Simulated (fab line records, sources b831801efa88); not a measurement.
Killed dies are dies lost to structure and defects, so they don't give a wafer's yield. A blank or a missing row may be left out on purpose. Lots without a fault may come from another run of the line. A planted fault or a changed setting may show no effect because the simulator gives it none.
Chamber matching | flow sky130 | SKY_CAPM_CVD_00 on pecvd-02: 3 sister chambers
The step deposits SiO2, target thk 15.5 nm. 3 wafers are shown with their chamber, then 8 later ones without.

WAFERS WITH THEIR CHAMBER
wafer  | chamber | heater_power_w (W)
L095.2 | 2       | 768
L095.3 | 1       | 760
L095.4 | 0       | 576

WAFERS WITHOUT THEIR CHAMBER
wafer  | heater_power_w (W)
L095.5 | 782
L095.6 | 753
L097.1 | 719
L097.2 | 799
L097.3 | 578
L097.4 | 742
L097.5 | 778
L097.6 | 563

WHICH CHAMBER EACH WENT THROUGH
wafer  | from the rows above     | in truth
L095.5 | can't be placed: 2 or 1 | 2
L095.6 | can't be placed: 1 or 2 | 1
L097.1 | can't be placed: 1 or 2 | 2
L097.2 | can't be placed: 2 or 1 | 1
L097.3 | 0                       | 0
L097.4 | can't be placed: 1 or 2 | 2
L097.5 | can't be placed: 2 or 1 | 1
L097.6 | 0                       | 0
Placed correctly: 2 of 8. Can't be placed from these rows: 6 (the true chamber is among the candidates in 6). Placed wrongly: 0.
How it was worked out, from the rows above alone: a wafer's distance from a chamber is the root of the sum, over the readings, of the square of ((its reading less the chamber's mean) divided by the reading's scatter). The wafer belongs to the nearest chamber; if the next one is less than 2 further off, it can't be placed. A chamber's mean is the mean of its shown wafers. The scatter: with one shown wafer a chamber, the root of the mean of the squares of how far each hidden wafer lies from its nearest shown one.
